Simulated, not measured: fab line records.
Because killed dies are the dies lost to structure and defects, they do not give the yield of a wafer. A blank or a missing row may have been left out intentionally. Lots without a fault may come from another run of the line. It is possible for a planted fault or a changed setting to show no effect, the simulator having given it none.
2 desks looking at one fault -- flow sky130 -- only its own numbers are on each desk; what lay behind them is given at the end

THE METROLOGY DESK
What the gauges read, lot by lot, whatever tool the lot ran on: means of the sampled wafers that have a number. A lot is out of limits, marked OUT, if its mean lies more than 4 standard deviations from the usual mean; the brackets give that distance.
Columns: A = CONTACT_HDPCVD_THK at SKY_CONTACT_THK_MEAS_03, usual 566 nm; B = CONTACT_OVL at SKY_CONTACT_OVL_MEAS_15, usual -1 nm; C = CONTACT_W_RS at SKY_CONTACT_RS_MEAS_25, usual 0.337 ohm/sq; D = CONTACT_W_THK at SKY_CONTACT_THK_MEAS_26, usual 338 nm
lot,first seen here,A,B,C,D
L944,day 31 20:34,555,-2,0.334,339
L947,day 32 16:02,567,4,0.788 (+99 or more) OUT,148 (-36) OUT
L949,day 33 11:17,568,5,0.481 (+32) OUT,278 (-12) OUT
L957,day 35 18:41,558,-3,0.341,339
L958,day 36 04:29,570,0,0.333,346
L959,day 36 07:47,558,4,0.342,329
L960,day 36 17:53,579,-4,0.333,337
L961,day 37 01:24,576,-9,0.344,326
L962,day 37 11:11,564,8,0.344,334
L963,day 37 11:51,571,4,0.333,344
L964,day 37 19:08,563,-2,0.334,343
This desk reports L947, L949 out of limits; the earliest was L947 at day 33 20:30 (CONTACT_W_RS at SKY_CONTACT_RS_MEAS_25). Within limits: L944, L957, L958, L959, L960, L961, L962, L963, L964.

FOR THE TOOL OWNER'S DESK: cvd w-02
The tool's own readings at SKY_CONTACT_CVD_24 (deposits W, target thk 340 nm, time 102.12 s): means of the sampled wafers that have a number, for each lot that ran on this tool. A lot is out of limits, marked OUT, if its mean lies more than 4 standard deviations from the usual mean; the brackets give that distance.
Columns: A = heater power w at SKY_CONTACT_CVD_24, usual 869 W; B = susceptor temp C at SKY_CONTACT_CVD_24, usual 400.01 C
lot,first seen here,A,B
L944,day 33 01:26,872,399.86
L947,day 33 20:23,856,400.35
L949,day 34 15:23,866,400.14
L958,day 37 07:47,863,400.04
L960,day 37 21:38,859,400.05
L963,day 38 15:06,866,399.73
L964,day 38 22:25,882,400.03
This desk found nothing out of limits on any of the 7 lots.

TAKEN TOGETHER
L947, L949 would have let the metrology desk raise an alarm at day 33 20:30.
The tool owner's desk saw nothing out of limits.
On record at the tool owner's desk: L947, L949, within its limits.
On cvd w-02, each named lot ran SKY_CONTACT_CVD_24.

WHAT THE SIMULATOR PUT IN
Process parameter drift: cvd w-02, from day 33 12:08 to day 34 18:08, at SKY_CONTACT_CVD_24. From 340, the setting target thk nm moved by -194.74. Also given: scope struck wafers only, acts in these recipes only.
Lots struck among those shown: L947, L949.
Hours from the fault's start to each desk's first reading out of limits: the metrology desk, 8.
